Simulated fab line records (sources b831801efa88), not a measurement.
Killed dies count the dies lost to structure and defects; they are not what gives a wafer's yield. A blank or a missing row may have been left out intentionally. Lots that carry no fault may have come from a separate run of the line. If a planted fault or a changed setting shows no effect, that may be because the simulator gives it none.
Which of the tools did it? + flow sky130 + 33 wafers from 11 lots sampled at 2 of the route's 708 steps

## WHAT EACH GAUGE READ, for each wafer
SKY_SD_P_CD_MEAS_07: the cd target is 380 nm.
| lot  | measured     | on       | cdNm (nm)         |
|------|--------------|----------|-------------------|
| L564 | day 25 23:44 | cdSem-02 | 381.1 379.7 380.4 |
| L565 | day 26 15:40 | cdSem-01 | - - -             |
| L566 | day 27 00:29 | cdSem-01 | 377.8 377.6 379.3 |
| L568 | day 27 09:31 | cdSem-01 | 378.9 377.1 377.0 |
| L575 | day 30 02:00 | cdSem-02 | 380.4 378.5 380.4 |
| L577 | day 30 13:08 | cdSem-02 | 381.3 380.7 382.3 |
| L579 | day 31 12:07 | cdSem-02 | 383.1 382.5 380.4 |
| L581 | day 31 19:59 | cdSem-01 | 382.4 381.8 381.9 |
| L582 | day 32 08:01 | cdSem-02 | 380.4 378.9 378.7 |
| L583 | day 32 10:23 | cdSem-01 | 380.4 381.1 378.0 |
| L584 | day 32 18:46 | cdSem-01 | 380.5 382.0 378.6 |

## WHICH TOOL RAN EACH LOT (tool, then ch and the chambers of the sampled wafers, then the start)
| lot  | SKY_SD_P_EXPOSE_04                 |
|------|------------------------------------|
| L564 | ilineStepper-02 ch 0, day 25 09:01 |
| L565 | ilineStepper-01 ch 0, day 26 01:17 |
| L566 | ilineStepper-02 ch 0, day 26 09:20 |
| L568 | ilineStepper-01 ch 0, day 26 19:25 |
| L575 | ilineStepper-01 ch 0, day 29 12:48 |
| L577 | ilineStepper-01 ch 0, day 29 23:34 |
| L579 | ilineStepper-01 ch 0, day 30 23:14 |
| L581 | ilineStepper-01 ch 0, day 31 07:04 |
| L582 | ilineStepper-01 ch 0, day 31 18:37 |
| L583 | ilineStepper-01 ch 0, day 31 20:36 |
| L584 | ilineStepper-02 ch 0, day 32 05:57 |
- SKY_SD_P_EXPOSE_04: exposes mask PSDM, target cd 380 nm.

## THE ANSWER, worked out from the rows above alone
Rule: the usual values come from the lots themselves. The widest of any qualifying gaps counts: lots, ordered by their means at a reading, are off when they make up no more than a third of the lots, leave a main group of 4 or more, and stand apart from it by 3 or more times the standard deviation of that group's means. A main group is skipped when, at the precision printed for the reading in the tables above, its means are all equal. Also off: a lot with no number at a reading for which 4 or more lots have one. Any other lot the step has rows for is counted as sound.
Off at SKY_SD_P_CD_MEAS_07 (cdNm): L565. Without a number there: L565. The main group: mean 380.1 nm, standard deviation 1.4.
If a tool, at a process step before that reading, ran all the lots that are off and no sound lot after the first of them, it fits. Gauges at SKY_SD_P_CD_MEAS_07: tried the same way as those tools. Of those tried, none fits.

## WHAT WAS PUT IN BY THE SIMULATOR
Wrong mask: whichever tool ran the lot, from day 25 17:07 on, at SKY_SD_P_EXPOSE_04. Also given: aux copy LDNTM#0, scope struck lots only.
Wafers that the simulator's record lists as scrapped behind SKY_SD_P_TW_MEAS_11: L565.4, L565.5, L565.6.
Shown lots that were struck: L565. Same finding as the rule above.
